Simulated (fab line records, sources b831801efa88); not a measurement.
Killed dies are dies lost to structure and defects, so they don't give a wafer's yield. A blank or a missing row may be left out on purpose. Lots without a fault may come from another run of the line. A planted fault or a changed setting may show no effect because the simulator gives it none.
A struck lot beside a sound one | flow sfq_line | 14 steps out of a route of 325
Sound: wafers L311.3, L311.4, L311.5. Struck: wafer L323.6. (L323.2, L323.5 of the same lot were not struck and are left out.) The cause comes at the end.
At each step with rows: each side's tool, then ch and its chambers, then its first start. Under that, the readings that differ: sound wafers | struck wafers | difference of the means | sigmas: that difference in standard deviations of wafers without a fault.
alike: readings whose means differ by less than 2 such deviations, and words and numbers that are the same on both sides. not compared: withheld readings, readings that some wafer has no value for, bounds like >300 that may hide the same value, and numbers for which the record gives no deviation and whose values overlap.
The two part at a step that has a row with sigmas, a row that says differs or no value, or rows on one side only. Numbers that don't overlap but have no deviation are shown without sigmas and don't part them. A reading that every wafer of one side lacks parts them only if that side has two wafers or more.

first, 2 steps without rows for these wafers: SFQ_TRILAYER_I2_VIA_STRIP_SOLV_CLEAN_072 (cleans in NMP, time 600 s); SFQ_TRILAYER_M3_DEP_PRE_CLEAN_074 (time 22.5 s).
SFQ_TRILAYER_M3_DEP_SPUTTER_073: material Nb, target thk 200 nm, time 133.3 s.
  sound on pvd_sputter-04, day 22 22:14; struck on pvd_sputter-03, day 28 10:50
  alike: chamber_pressure_pa, resputter_cathode_voltage_v, throttle_valve_pct
SFQ_M3_RS_MEAS_919: measures by four-point-probe.
  sound on film_metro-01, day 22 22:22; struck on film_metro-01, day 28 10:57
  alike: M3_NB_RS
then, 6 steps without rows for these wafers: SFQ_TRILAYER_M3_LITHO_COAT_080 (resist thk 62 nm); SFQ_TRILAYER_M3_LITHO_COAT_075 (resist thk 600 nm); SFQ_TRILAYER_M3_LITHO_SOFTBAKE_079; SFQ_TRILAYER_M3_LITHO_EXPOSE_076 (exposes mask M3, target cd 500 nm); SFQ_TRILAYER_M3_LITHO_PEB_078 (peb time 60 s); SFQ_TRILAYER_M3_LITHO_DEVELOP_077 (time 60 s).
-- the record jumps here: 6 days lie between the struck wafers' starts before and after --
SFQ_M3_OVL_MEAS_921:
  sound on overlay-01, day 29 00:15; struck on overlay-01, day 34 09:41
  reading     | sound     | struck | difference | sigmas
  M3_OVL (nm) | -11 -9 -6 | 5      | +14        | +3
SFQ_TRILAYER_M3_BARC_OPEN_METAL_ETCH_100: etches BARC in O2, target depth 125 nm, time 41.7 s.
  sound on rie_metal-04 ch 0,1, day 29 00:18; struck on rie_metal-04 ch 0, day 34 09:43
  reading                                             | sound             | struck | difference | sigmas
  model.KrF_of_TRILAYER_M3_LITHO_COAT_075.thk_nm (nm) | 522.5 522.2 521.2 | 504.5  | -17.5      |
  alike: drypump_motor_current_A, oes_product_au
  not compared: rf_hours_counter_h
SFQ_TRILAYER_M3_ETCH_METAL_ETCH_078: etches Nb in Cl2/Ar, stops on SiO2, target depth 240 nm, time 120 s.
  sound on rie_metal-04 ch 0,1, day 29 00:23; struck on rie_metal-04 ch 0, day 34 09:46
  reading                                             | sound           | struck | difference | sigmas
  model.KrF_of_TRILAYER_M3_LITHO_COAT_075.thk_nm (nm) | 379.1 383.1 378 | 361.2  | -18.9      |
  alike: drypump_motor_current_A, oes_product_au
  not compared: rf_hours_counter_h
SFQ_TRILAYER_M3_STRIP_STRIP_079: strips in O2.
  sound on rie_metal-04 ch 0,1, day 29 00:40; struck on rie_metal-04 ch 0, day 34 09:54
  alike: drypump_motor_current_A, oes_product_au
  not compared: rf_hours_counter_h

WHERE THEY PART
Only at SFQ_M3_OVL_MEAS_921, within this record. Later steps at which nothing parts them and some readings are alike: SFQ_TRILAYER_M3_BARC_OPEN_METAL_ETCH_100, SFQ_TRILAYER_M3_ETCH_METAL_ETCH_078, SFQ_TRILAYER_M3_STRIP_STRIP_079.

WHY: what the simulator had put in
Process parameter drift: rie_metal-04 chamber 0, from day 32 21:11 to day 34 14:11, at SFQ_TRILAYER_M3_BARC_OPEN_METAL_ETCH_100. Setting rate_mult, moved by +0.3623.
